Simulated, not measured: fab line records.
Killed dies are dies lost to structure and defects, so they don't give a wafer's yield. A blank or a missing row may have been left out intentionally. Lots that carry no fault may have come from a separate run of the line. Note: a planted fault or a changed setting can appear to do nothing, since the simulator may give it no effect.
Chamber matching -- flow gf180mcu -- cmp-01 running GF_V1_CMP_26: 4 sister chambers
The step polishes, stops on SiO2, t overpolish 15 s, target thk 0 nm. 7 wafers are shown with their chamber, then 8 later ones without.

## WAFERS, EACH WITH ITS CHAMBER
wafer,chamber,motorCurrentA (A),timeToEndpointS (s)
L381.3,3,11.6,86
L383.1,2,9.7,85
L384.2,1,10.0,84
L388.2,0,12.2,79
L388.3,2,10.3,82
L388.6,1,9.9,81
L396.4,0,12.3,83

## WAFERS WITHOUT THEIR CHAMBER
wafer,motorCurrentA (A),timeToEndpointS (s)
L396.5,12.3,79
L396.6,9.8,90
L398.1,10.1,88
L398.3,11.8,83
L398.5,9.8,89
L402.2,12.0,82
L402.3,10.1,82
L402.5,10.0,83

## THE CHAMBER EACH PASSED THROUGH
wafer,from the rows above,in truth
L396.5,0,0
L396.6,can't be placed: 2 or 1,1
L398.1,can't be placed: 2 or 1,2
L398.3,can't be placed: 3 or 0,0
L398.5,can't be placed: 2 or 1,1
L402.2,can't be placed: 0 or 3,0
L402.3,can't be placed: 1 or 2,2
L402.5,can't be placed: 2 or 1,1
Correct placement for 1 of the 8. Cannot be placed on the basis of these rows: 7; the candidates contain the true chamber in 7. Placed wrongly: 0.
How it was worked out, from the rows above alone: a wafer's distance from a chamber is the root of the sum, over the readings, of the square of ((its reading less the chamber's mean) divided by the reading's scatter). The wafer belongs to the nearest chamber; if the next one is less than 2 further off, it can't be placed. The mean given for a chamber averages the wafers shown for that chamber. The scatter: the root of (the sum of the squares of (reading less its chamber's mean) over the shown wafers, divided by (wafers less chambers)).
